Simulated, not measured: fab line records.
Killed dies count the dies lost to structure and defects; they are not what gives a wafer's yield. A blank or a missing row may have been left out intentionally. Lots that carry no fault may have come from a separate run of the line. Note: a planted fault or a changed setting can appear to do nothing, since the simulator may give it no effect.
Struck lot and sound lot, side by side / flow sfq-line / 13 out of 325 route steps
Sound: these wafers, L132.1, L132.4, L132.6. Struck: wafer L137.3. (L137.1, L137.4 of the same lot were not struck and are left out.) The cause comes at the end.
At each step with rows: each side's tool, then ch and its chambers, then its first start. Under that, the readings that differ: sound wafers / struck wafers / difference of the means / sigmas: that difference in standard deviations of wafers without a fault.
alike: readings whose means differ by less than 2 such deviations, and words and numbers that are the same on both sides. not compared: withheld readings, readings that some wafer has no value for, bounds like >300 that may hide the same value, and numbers for which the record gives no deviation and whose values overlap.
Wherever a step has rows on one side only, a row that says differs or no value, or a row with sigmas, the two part there. Numbers that don't overlap but have no deviation are shown without sigmas and don't part them. A reading that every wafer of one side lacks parts them only if that side has two wafers or more.

SFQ_TRILAYER_M3_DEP_SPUTTER_073: material Nb, target thk 200 nm, time 133.3 s.
  struck on pvd-sputter-03, day 35 13:59; sound on pvd-sputter-06, day 33 04:15
  alike: throttle-valve-pct
SFQ_M3_RS_MEAS_919: measurement is done with a four-point probe.
  struck on film-metro-02, day 35 14:05; sound on film-metro-04, day 33 04:20
  alike: M3_NB_RS
then, 6 steps without rows for these wafers: SFQ_TRILAYER_M3_LITHO_COAT_080 (resist thk 62 nm); SFQ_TRILAYER_M3_LITHO_COAT_075 (resist thk 600 nm); SFQ_TRILAYER_M3_LITHO_SOFTBAKE_079; SFQ_TRILAYER_M3_LITHO_EXPOSE_076 (exposes mask M3, target cd 500 nm); SFQ_TRILAYER_M3_LITHO_PEB_078 (peb time 60 s); SFQ_TRILAYER_M3_LITHO_DEVELOP_077 (time 60 s).
-- the record jumps here: 5 days lie between the struck wafers' starts before and after --
SFQ_M3_OVL_MEAS_921:
  struck on overlay-01, day 40 22:26; sound on overlay-02, day 39 00:54
  alike: M3_OVL
SFQ_TRILAYER_M3_BARC_OPEN_METAL_ETCH_100: etches BARC in O2, target depth 125 nm, time 41.7 s.
  sound on rie-metal-01 ch 0,1, day 39 00:56; struck on rie-metal-02 ch 1, day 40 22:28
  alike: drypump-motor-current-A, oes-product-au
  not compared: rf-hours-counter-h
SFQ_TRILAYER_M3_ETCH_METAL_ETCH_078: etches Nb in Cl2/Ar, stops on SiO2, target depth 240 nm, time 120 s.
  sound on rie-metal-01 ch 0,1, day 39 01:00; struck on rie-metal-02 ch 1, day 40 22:31
  alike: drypump-motor-current-A, oes-product-au
  not compared: rf-hours-counter-h
SFQ_TRILAYER_M3_STRIP_STRIP_079: strips in O2.
  sound on rie-metal-01 ch 0,1, day 39 01:07; struck on rie-metal-02 ch 1, day 40 22:39
reading=platen-temp-c (C); sound=39.79 39.89 39.94; struck=39.43; difference=-0.44; sigmas=-3
  alike: drypump-motor-current-A, oes-product-au
  not compared: rf-hours-counter-h
then, 1 step without rows for these wafers: SFQ_TRILAYER_M3_STRIP_SOLV_CLEAN_080 (cleans in NMP, time 600 s).

== WHERE THEY PART ==
Only at SFQ_TRILAYER_M3_STRIP_STRIP_079, as far as this record shows.

WHY: what had been put in by the simulator
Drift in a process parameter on rie-metal-02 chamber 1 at SFQ_TRILAYER_M3_STRIP_STRIP_079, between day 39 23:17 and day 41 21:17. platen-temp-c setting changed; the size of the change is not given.
